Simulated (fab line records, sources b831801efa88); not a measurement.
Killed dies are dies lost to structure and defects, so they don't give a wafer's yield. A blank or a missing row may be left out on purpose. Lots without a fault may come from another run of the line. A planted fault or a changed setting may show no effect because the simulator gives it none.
Chamber matching | flow gf180mcu | GF_V2_CVD_02 on pecvd-02: 3 sister chambers
The step deposits SiO2 from TEOS, target thk 850 nm, time 94.851 s. 6 wafers are shown with their chamber, then 7 later ones without.

WAFERS WITH THEIR CHAMBER
wafer  | chamber | heater_power_w (W)
L080.1 | 2       | 610
L082.2 | 2       | 714
L086.3 | 0       | 657
L086.4 | 1       | 670
L088.1 | 0       | 602
L088.4 | 1       | 653

WAFERS WITHOUT THEIR CHAMBER
wafer  | heater_power_w (W)
L088.6 | 649
L090.4 | 667
L090.5 | 718
L090.6 | 539
L093.1 | 684
L093.3 | 551
L093.6 | 601

WHICH CHAMBER EACH WENT THROUGH
wafer  | from the rows above          | in truth
L088.6 | can't be placed: 1 or 2 or 0 | 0
L090.4 | can't be placed: 2 or 1 or 0 | 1
L090.5 | can't be placed: 2 or 1 or 0 | 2
L090.6 | can't be placed: 0 or 1 or 2 | 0
L093.1 | can't be placed: 2 or 1 or 0 | 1
L093.3 | can't be placed: 0 or 1 or 2 | 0
L093.6 | can't be placed: 0 or 1 or 2 | 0
Placed correctly: 0 of 7. Can't be placed from these rows: 7 (the true chamber is among the candidates in 7). Placed wrongly: 0.
How it was worked out, from the rows above alone: a wafer's distance from a chamber is the root of the sum, over the readings, of the square of ((its reading less the chamber's mean) divided by the reading's scatter). The wafer belongs to the nearest chamber; if the next one is less than 2 further off, it can't be placed. A chamber's mean is the mean of its shown wafers. The scatter: the root of (the sum of the squares of (reading less its chamber's mean) over the shown wafers, divided by (wafers less chambers)).
